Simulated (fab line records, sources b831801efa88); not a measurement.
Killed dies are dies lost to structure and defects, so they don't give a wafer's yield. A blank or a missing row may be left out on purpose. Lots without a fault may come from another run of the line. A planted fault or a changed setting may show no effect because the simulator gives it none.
A struck lot beside a sound one | flow sky130 | 22 steps out of a route of 708
Sound: wafers L230.2, L230.4, L230.5. Struck: wafers L219.3, L219.4, L219.6. The cause comes at the end.
At each step with rows: each side's tool, then ch and its chambers, then its first start. Under that, the readings that differ: sound wafers | struck wafers | difference of the means | sigmas: that difference in standard deviations of wafers without a fault.
alike: readings whose means differ by less than 2 such deviations, and words and numbers that are the same on both sides. not compared: withheld readings, readings that some wafer has no value for, bounds like >300 that may hide the same value, and numbers for which the record gives no deviation and whose values overlap.
The two part at a step that has a row with sigmas, a row that says differs or no value, or rows on one side only. Numbers that don't overlap but have no deviation are shown without sigmas and don't part them. A reading that every wafer of one side lacks parts them only if that side has two wafers or more.

first, 5 steps without rows for these wafers: SKY_VT_ADJUST_HVTR_COAT_02 (resist thk 1140 nm); SKY_VT_ADJUST_HVTR_SOFTBAKE_03 (time 60 s); SKY_VT_ADJUST_HVTR_EXPOSE_04 (exposes mask HVTRM, target cd 380 nm); SKY_VT_ADJUST_HVTR_PEB_05; SKY_VT_ADJUST_HVTR_DEVELOP_06 (develop time 60 s).
SKY_VT_ADJUST_HVTR_CD_MEAS_07: target cd 380 nm.
  sound on cd_sem-02, day 15 16:29; struck on cd_sem-01, day 12 03:01
  alike: cd_nm
SKY_VT_ADJUST_HVTR_OVL_MEAS_08:
  sound on overlay-01, day 15 16:35; struck on overlay-02, day 12 03:06
  alike: VT_ADJUST_HVTR_OVL
then, 1 step without rows for these wafers: SKY_VT_ADJUST_HVTR_IMPLANT_09.
SKY_VT_ADJUST_HVTR_STRIP_10: strips in O2/N2.
  sound on plasma_asher-02 ch 0,1, day 15 16:46; struck on plasma_asher-04 ch 0,1, day 12 03:19
  alike: drypump_motor_current_A, oes_product_au, strip_time_to_endpoint_s
  not compared: rf_hours_counter_h
SKY_VT_ADJUST_HVTR_TW_MEAS_11:
  sound on film_metro-02, day 15 16:53; struck on film_metro-03, day 12 03:23
  alike: VT_ADJUST_HVTR_TW
then, 2 steps without rows for these wafers: SKY_VT_ADJUST_PCH_DEHYDRATE_00 (time 60 s); SKY_VT_ADJUST_PCH_HMDS_01 (prime time 60 s).
SKY_VT_ADJUST_PCH_COAT_02: resist thk 3000 nm.
  sound on litho_track-03 ch 0, day 16 06:11; struck on litho_track-02 ch 0, day 12 15:17
  reading                                         | sound                | struck               | difference | sigmas
  spin_speed_rpm (rpm)                            | 2002.0 1999.2 1999.7 | 2734.3 2735.7 2736.3 | +735.1     | +99 or more
  model.coat_of_VT_ADJUST_PCH_COAT_02.thk_nm (nm) | 3005 3003 3008       | 2576 2575 2578       | -429       |
  alike: resist_line_temp_C
then, 3 steps without rows for these wafers: SKY_VT_ADJUST_PCH_SOFTBAKE_03; SKY_VT_ADJUST_PCH_EXPOSE_04 (exposes mask NWM, target cd 840 nm); SKY_VT_ADJUST_PCH_PEB_05.
SKY_VT_ADJUST_PCH_DEVELOP_06: develop time 60 s.
  sound on litho_track-02 ch 0; struck on litho_track-02 ch 0
  reading                                         | sound          | struck         | difference | sigmas
  model.coat_of_VT_ADJUST_PCH_COAT_02.thk_nm (nm) | 3003 3002 3007 | 2575 2573 2576 | -429       |
  alike: resist_line_temp_C
SKY_VT_ADJUST_PCH_OVL_MEAS_07:
  sound on overlay-01, day 16 20:39; struck on overlay-01, day 13 04:30
  alike: VT_ADJUST_PCH_OVL
then, 1 step without rows for these wafers: SKY_VT_ADJUST_PCH_IMPLANT_08.
SKY_VT_ADJUST_PCH_STRIP_09: strips in O2/N2.
  sound on plasma_asher-03 ch 0, day 16 20:50; struck on plasma_asher-03 ch 0,1, day 13 04:43
  reading                      | sound             | struck            | difference | sigmas
  strip_time_to_endpoint_s (s) | 36.98 36.99 37.05 | 32.07 32.06 32.10 | -4.93      | -51
  alike: drypump_motor_current_A, oes_product_au
  not compared: rf_hours_counter_h
SKY_VT_ADJUST_PCH_TW_MEAS_10:
  sound on film_metro-02, day 16 20:56; struck on film_metro-01, day 13 04:48
  alike: VT_ADJUST_PCH_TW
-- the record jumps here: 35 days lie between the struck wafers' starts before and after (it left off in module VT_ADJUST_PCH and takes up again in module PAD_OPEN, whose first step shown is number 708 of the route) --
SKY_PAD_OPEN_PROBE_99:
  the record has rows for the struck wafers here (prober-02, day 48 05:32) and none for the sound ones

WHERE THEY PART
First at SKY_VT_ADJUST_PCH_COAT_02; last, within this record, at SKY_PAD_OPEN_PROBE_99.

WHY: what the simulator had put in
Process parameter drift: litho_track-02, from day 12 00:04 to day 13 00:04, at SKY_VT_ADJUST_PCH_COAT_02. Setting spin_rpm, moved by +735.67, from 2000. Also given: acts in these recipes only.
